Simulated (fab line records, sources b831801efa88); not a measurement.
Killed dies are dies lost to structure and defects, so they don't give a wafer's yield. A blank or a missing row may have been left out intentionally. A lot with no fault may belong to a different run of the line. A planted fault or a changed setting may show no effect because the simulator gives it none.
Which tool is to blame? + flow gf180mcu + 24 lots, 72 wafers sampled, at 2 steps of a route of 602

== WHAT EACH GAUGE READ, for each wafer ==
GF_M2_OVL_MEAS_15. Usual: M2_OVL typically reads 4 nm, with standard deviation 5.2.
| lot  | measured     | on         | M2_OVL (nm) | flag |
|------|--------------|------------|-------------|------|
| L074 | day 19 06:17 | overlay-02 | 8 6 8       |      |
| L075 | day 19 13:10 | overlay-01 | 6 -3 -1     |      |
| L076 | day 19 23:50 | overlay-01 | 10 3 11     |      |
| L077 | day 20 09:06 | overlay-02 | 4 6 9       |      |
| L078 | day 20 20:08 | overlay-01 | 7 5 2       |      |
| L079 | day 21 07:26 | overlay-02 | -9 -1 -7    |      |
| L080 | day 21 21:28 | overlay-01 | 10 -1 -2    |      |
| L081 | day 21 22:26 | overlay-01 | 0 5 0       |      |
| L082 | day 22 14:33 | overlay-02 | 0 4 6       |      |
| L083 | day 23 05:17 | overlay-02 | 15 4 7      |      |
| L084 | day 23 07:29 | overlay-02 | 7 8 9       |      |
| L085 | day 23 13:55 | overlay-02 | 6 2 5       |      |
| L086 | day 23 16:48 | overlay-01 | 10 9 10     |      |
| L087 | day 24 10:33 | overlay-01 | 2 10 12     |      |
| L088 | day 24 14:20 | overlay-02 | 5 -6 2      |      |
| L089 | day 24 21:23 | overlay-02 | -3 3 1      |      |
| L090 | day 25 09:10 | overlay-01 | 8 1 8       |      |
| L091 | day 25 13:28 | overlay-02 | 1 -1 -2     |      |
| L092 | day 25 17:33 | overlay-02 | -3 -3 6     |      |
| L093 | day 26 05:12 | overlay-01 | 6 5 11      |      |
| L094 | day 26 11:31 | overlay-01 | 7 3 8       |      |
| L095 | day 26 15:02 | overlay-02 | 1 5 18      |      |
| L096 | day 26 23:03 | overlay-01 | -6 -5 -3    |      |
| L097 | day 27 10:30 | overlay-01 | 11 4 12     |      |

== TOOL THAT RAN EACH LOT (tool first, then ch and the chambers of the sampled wafers, then the start) ==
| lot  | GF_M2_SPUTTER_01             |
|------|------------------------------|
| L074 | pvd sputter-04, day 18 05:21 |
| L075 | pvd sputter-04, day 18 12:37 |
| L076 | pvd sputter-03, day 18 23:11 |
| L077 | pvd sputter-04, day 19 08:27 |
| L078 | pvd sputter-04, day 19 19:28 |
| L079 | pvd sputter-04, day 20 07:31 |
| L080 | pvd sputter-01, day 20 21:25 |
| L081 | pvd sputter-03, day 20 22:41 |
| L082 | pvd sputter-03, day 21 14:36 |
| L083 | pvd sputter-01, day 22 05:43 |
| L084 | pvd sputter-03, day 22 07:59 |
| L085 | pvd sputter-03, day 22 15:02 |
| L086 | pvd sputter-03, day 22 18:09 |
| L087 | pvd sputter-04, day 23 11:29 |
| L088 | pvd sputter-01, day 23 16:16 |
| L089 | pvd sputter-03, day 23 23:08 |
| L090 | pvd sputter-01, day 24 10:45 |
| L091 | pvd sputter-04, day 24 15:56 |
| L092 | pvd sputter-03, day 24 20:44 |
| L093 | pvd sputter-01, day 25 08:20 |
| L094 | pvd sputter-03, day 25 14:22 |
| L095 | pvd sputter-03, day 25 17:37 |
| L096 | pvd sputter-04, day 26 02:04 |
| L097 | pvd sputter-04, day 26 14:02 |
- GF_M2_SPUTTER_01: material TiN, target thk 30 nm, time 25 s.

== AS READ BY THE TOOLS THEMSELVES (means over the sampled wafers that have a number; for cases with no such wafer, the mark the record gives instead) ==
GF_M2_SPUTTER_01. Usual: cathode dc power W 6499.8 W, standard deviation 1.1; throttle valve pct 30.1 %, standard deviation 0.8.
| lot  | tool           | cathode dc power W (W) | throttle valve pct (%) | flag |
|------|----------------|------------------------|------------------------|------|
| L074 | pvd sputter-04 | 6499.5                 | 29.5                   |      |
| L075 | pvd sputter-04 | 6499.6                 | 30.4                   |      |
| L076 | pvd sputter-03 | 6500.5                 | 29.9                   |      |
| L077 | pvd sputter-04 | 6499.7                 | 29.9                   |      |
| L078 | pvd sputter-04 | 6500.8                 | 30.8                   |      |
| L079 | pvd sputter-04 | 6498.8                 | 31.4                   |      |
| L080 | pvd sputter-01 | 6500.1                 | 30.3                   |      |
| L081 | pvd sputter-03 | 6498.4                 | 29.6                   |      |
| L082 | pvd sputter-03 | 6499.8                 | 29.4                   |      |
| L083 | pvd sputter-01 | 6499.8                 | 30.3                   |      |
| L084 | pvd sputter-03 | 6500.2                 | 29.7                   |      |
| L085 | pvd sputter-03 | 6499.9                 | 29.5                   |      |
| L086 | pvd sputter-03 | 6499.9                 | 29.8                   |      |
| L087 | pvd sputter-04 | 6499.7                 | 31.5                   |      |
| L088 | pvd sputter-01 | 6499.6                 | 30.2                   |      |
| L089 | pvd sputter-03 | 6500.5                 | 30.3                   |      |
| L090 | pvd sputter-01 | 6501.3                 | 30.7                   |      |
| L091 | pvd sputter-04 | 6499.1                 | 30.3                   |      |
| L092 | pvd sputter-03 | 6500.0                 | 30.1                   |      |
| L093 | pvd sputter-01 | 6499.7                 | 30.3                   |      |
| L094 | pvd sputter-03 | 6499.6                 | 29.8                   |      |
| L095 | pvd sputter-03 | 6500.3                 | 29.5                   |      |
| L096 | pvd sputter-04 | 6499.9                 | 30.8                   |      |
| L097 | pvd sputter-04 | 6500.1                 | 29.4                   |      |

== THE ANSWER, worked out from the rows above alone ==
Rule: a lot counts as off when the mean over its wafers that have a number is more than 3 standard deviations away from the usual mean. A lot without any number at a reading at which 4 lots or more have one is off too. Any other lot the step has rows for is counted as sound. After the gauges, taken in route order, come the tools' own readings; for these a lot's mean is taken, as printed above. At the first step where some lot is off, the reading lying furthest off is the one used; lots without a number count as furthest.
Nothing can be told from this: no lot is off at any reading shown.

== WHAT HAD BEEN PUT IN BY THE SIMULATOR ==
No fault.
